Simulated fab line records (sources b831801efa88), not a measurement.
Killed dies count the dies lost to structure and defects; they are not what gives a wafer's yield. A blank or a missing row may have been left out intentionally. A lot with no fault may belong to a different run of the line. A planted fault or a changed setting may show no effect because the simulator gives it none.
Which of the tools did it? || flow gf180mcu || 33 wafers from 11 lots sampled at 5 of the route's 602 steps

== WHAT EACH GAUGE READ, for each wafer ==
GF_V2_CD_MEAS_14: the cd target is 260 nm.
{"lot": "L235", "measured": "day 20 18:14", "on": "cd_sem-02", "cd_nm (nm)": "259.5 260.1 260.2"}
{"lot": "L238", "measured": "day 21 21:31", "on": "cd_sem-01", "cd_nm (nm)": "258.3 259.6 259.4"}
{"lot": "L241", "measured": "day 22 11:49", "on": "cd_sem-02", "cd_nm (nm)": "260.3 261.3 262.3"}
{"lot": "L242", "measured": "day 22 18:10", "on": "cd_sem-02", "cd_nm (nm)": "260.6 260.6 258.9"}
{"lot": "L244", "measured": "day 23 14:16", "on": "cd_sem-02", "cd_nm (nm)": "259.2 259.8 258.6"}
{"lot": "L245", "measured": "day 24 04:04", "on": "cd_sem-01", "cd_nm (nm)": "260.1 260.3 259.9"}
{"lot": "L253", "measured": "day 26 16:29", "on": "cd_sem-01", "cd_nm (nm)": "258.7 257.5 258.8"}
{"lot": "L255", "measured": "day 27 01:43", "on": "cd_sem-01", "cd_nm (nm)": "258.3 258.7 258.2"}
{"lot": "L256", "measured": "day 27 16:00", "on": "cd_sem-02", "cd_nm (nm)": "259.8 260.8 260.2"}
{"lot": "L257", "measured": "day 27 17:41", "on": "cd_sem-01", "cd_nm (nm)": "261.6 260.9 260.5"}
{"lot": "L258", "measured": "day 27 23:18", "on": "cd_sem-02", "cd_nm (nm)": "258.2 257.9 258.5"}

GF_V2_RS_MEAS_24: a four-point-probe measurement.
{"lot": "L235", "measured": "day 20 19:36", "on": "film_metro-04", "V2_W_RS (ohm/sq)": "0.331 0.322 0.323"}
{"lot": "L238", "measured": "day 21 22:32", "on": "film_metro-03", "V2_W_RS (ohm/sq)": "0.326 0.329 0.327"}
{"lot": "L241", "measured": "day 22 12:53", "on": "film_metro-04", "V2_W_RS (ohm/sq)": "0.333 0.329 0.333"}
{"lot": "L242", "measured": "day 22 19:15", "on": "film_metro-04", "V2_W_RS (ohm/sq)": "0.337 0.337 0.328"}
{"lot": "L244", "measured": "day 23 15:23", "on": "film_metro-03", "V2_W_RS (ohm/sq)": "0.511 0.517 0.524"}
{"lot": "L245", "measured": "day 24 05:07", "on": "film_metro-01", "V2_W_RS (ohm/sq)": "0.522 0.522 0.518"}
{"lot": "L253", "measured": "day 26 17:52", "on": "film_metro-01", "V2_W_RS (ohm/sq)": "0.317 0.324 0.318"}
{"lot": "L255", "measured": "day 27 02:46", "on": "film_metro-01", "V2_W_RS (ohm/sq)": "0.322 0.327 0.325"}
{"lot": "L256", "measured": "day 27 17:04", "on": "film_metro-04", "V2_W_RS (ohm/sq)": "0.333 0.330 0.326"}
{"lot": "L257", "measured": "day 27 18:43", "on": "film_metro-04", "V2_W_RS (ohm/sq)": "0.317 0.325 0.327"}
{"lot": "L258", "measured": "day 28 00:20", "on": "film_metro-03", "V2_W_RS (ohm/sq)": "0.322 0.327 0.316"}

GF_V2_THK_MEAS_25: measures by xrf.
{"lot": "L235", "measured": "day 20 19:43", "on": "film_metro-04", "V2_W_THK (nm)": "361 373 370"}
{"lot": "L238", "measured": "day 21 22:39", "on": "film_metro-03", "V2_W_THK (nm)": "363 360 363"}
{"lot": "L241", "measured": "day 22 13:00", "on": "film_metro-04", "V2_W_THK (nm)": "354 357 353"}
{"lot": "L242", "measured": "day 22 19:22", "on": "film_metro-04", "V2_W_THK (nm)": "347 348 356"}
{"lot": "L244", "measured": "day 23 15:30", "on": "film_metro-03", "V2_W_THK (nm)": "229 228 225"}
{"lot": "L245", "measured": "day 24 05:14", "on": "film_metro-01", "V2_W_THK (nm)": "219 220 222"}
{"lot": "L253", "measured": "day 26 17:59", "on": "film_metro-01", "V2_W_THK (nm)": "363 353 359"}
{"lot": "L255", "measured": "day 27 02:53", "on": "film_metro-01", "V2_W_THK (nm)": "358 348 350"}
{"lot": "L256", "measured": "day 27 17:10", "on": "film_metro-04", "V2_W_THK (nm)": "353 354 359"}
{"lot": "L257", "measured": "day 27 18:49", "on": "film_metro-04", "V2_W_THK (nm)": "370 360 357"}
{"lot": "L258", "measured": "day 28 00:26", "on": "film_metro-03", "V2_W_THK (nm)": "362 358 371"}

== WHAT TOOL EACH LOT RAN ON (gives the tool, then ch and the chambers of the sampled wafers, and finally the start) ==
{"lot": "L235", "GF_V2_SPUTTER_22": "pvd_sputter-04, day 20 19:26", "GF_V2_CVD_23": "cvd_w-02 ch 0,1, day 20 19:28"}
{"lot": "L238", "GF_V2_SPUTTER_22": "pvd_sputter-03, day 21 22:22", "GF_V2_CVD_23": "cvd_w-01 ch 0, day 21 22:24"}
{"lot": "L241", "GF_V2_SPUTTER_22": "pvd_sputter-02, day 22 12:44", "GF_V2_CVD_23": "cvd_w-01 ch 0,1, day 22 12:46"}
{"lot": "L242", "GF_V2_SPUTTER_22": "pvd_sputter-02, day 22 19:05", "GF_V2_CVD_23": "cvd_w-02 ch 0,1, day 22 19:07"}
{"lot": "L244", "GF_V2_SPUTTER_22": "pvd_sputter-03, day 23 15:13", "GF_V2_CVD_23": "cvd_w-01 ch 0,1, day 23 15:16"}
{"lot": "L245", "GF_V2_SPUTTER_22": "pvd_sputter-03, day 24 04:58", "GF_V2_CVD_23": "cvd_w-01 ch 0,1, day 24 04:59"}
{"lot": "L253", "GF_V2_SPUTTER_22": "pvd_sputter-04, day 26 17:43", "GF_V2_CVD_23": "cvd_w-02 ch 0,1, day 26 17:45"}
{"lot": "L255", "GF_V2_SPUTTER_22": "pvd_sputter-02, day 27 02:37", "GF_V2_CVD_23": "cvd_w-02 ch 0,1, day 27 02:40"}
{"lot": "L256", "GF_V2_SPUTTER_22": "pvd_sputter-03, day 27 16:52", "GF_V2_CVD_23": "cvd_w-01 ch 0,1, day 27 16:56"}
{"lot": "L257", "GF_V2_SPUTTER_22": "pvd_sputter-03, day 27 18:32", "GF_V2_CVD_23": "cvd_w-02 ch 0,1, day 27 18:35"}
{"lot": "L258", "GF_V2_SPUTTER_22": "pvd_sputter-02, day 28 00:10", "GF_V2_CVD_23": "cvd_w-02 ch 0,1, day 28 00:12"}
- GF_V2_SPUTTER_22: material TiN, target thk 10 nm, time 40 s.
- GF_V2_CVD_23: deposits W, target thk 350 nm, time 104.94 s.

== AS READ BY THE TOOLS THEMSELVES (means over the sampled wafers that have a number; for cases with no such wafer, the mark the record gives instead) ==
GF_V2_SPUTTER_22.
{"lot": "L235", "tool": "pvd_sputter-04", "throttle_valve_pct (%)": 31.5}
{"lot": "L238", "tool": "pvd_sputter-03", "throttle_valve_pct (%)": 31.5}
{"lot": "L241", "tool": "pvd_sputter-02", "throttle_valve_pct (%)": 30.4}
{"lot": "L242", "tool": "pvd_sputter-02", "throttle_valve_pct (%)": 29.8}
{"lot": "L244", "tool": "pvd_sputter-03", "throttle_valve_pct (%)": 30.0}
{"lot": "L245", "tool": "pvd_sputter-03", "throttle_valve_pct (%)": 30.3}
{"lot": "L253", "tool": "pvd_sputter-04", "throttle_valve_pct (%)": 30.7}
{"lot": "L255", "tool": "pvd_sputter-02", "throttle_valve_pct (%)": 29.6}
{"lot": "L256", "tool": "pvd_sputter-03", "throttle_valve_pct (%)": 29.9}
{"lot": "L257", "tool": "pvd_sputter-03", "throttle_valve_pct (%)": 30.0}
{"lot": "L258", "tool": "pvd_sputter-02", "throttle_valve_pct (%)": 29.9}

GF_V2_CVD_23.
{"lot": "L235", "tool": "cvd_w-02", "heater_power_w (W)": 851}
{"lot": "L238", "tool": "cvd_w-01", "heater_power_w (W)": 959}
{"lot": "L241", "tool": "cvd_w-01", "heater_power_w (W)": 879}
{"lot": "L242", "tool": "cvd_w-02", "heater_power_w (W)": 848}
{"lot": "L244", "tool": "cvd_w-01", "heater_power_w (W)": 891}
{"lot": "L245", "tool": "cvd_w-01", "heater_power_w (W)": 931}
{"lot": "L253", "tool": "cvd_w-02", "heater_power_w (W)": 851}
{"lot": "L255", "tool": "cvd_w-02", "heater_power_w (W)": 845}
{"lot": "L256", "tool": "cvd_w-01", "heater_power_w (W)": 894}
{"lot": "L257", "tool": "cvd_w-02", "heater_power_w (W)": 858}
{"lot": "L258", "tool": "cvd_w-02", "heater_power_w (W)": 832}

== THE ANSWER, worked out from the rows above alone ==
Rule: the usual values come from the lots themselves. Put in order of their means at a reading, lots are off if they are a third of the lots or fewer, leave a main group of 4 or more, and stand apart from it by a gap of 3 or more times the standard deviation of the main group's means; of several such gaps the widest counts. A main group is skipped when, at the precision printed for the reading in the tables above, its means are all equal. Also off: a lot with no number at a reading for which 4 or more lots have one. All remaining lots with rows at the step are treated as sound. First the gauges in route order, then the tools' own readings, where a lot's mean is used as printed above. The first step at which some lot is off is used, and at that step the reading that is off furthest; a lot without a number counts as furthest.
Off: at GF_V2_RS_MEAS_24 (V2_W_RS), L244, L245. Main group: mean 0.326 ohm/sq, sd 0.0045.
A tool fits if, at a process step before that reading, it ran every lot that is off, and no sound lot after the first of them. The gauges at GF_V2_RS_MEAS_24 are tried like those tools. No candidate that was tried fits.

== WHAT THE SIMULATOR PUT IN ==
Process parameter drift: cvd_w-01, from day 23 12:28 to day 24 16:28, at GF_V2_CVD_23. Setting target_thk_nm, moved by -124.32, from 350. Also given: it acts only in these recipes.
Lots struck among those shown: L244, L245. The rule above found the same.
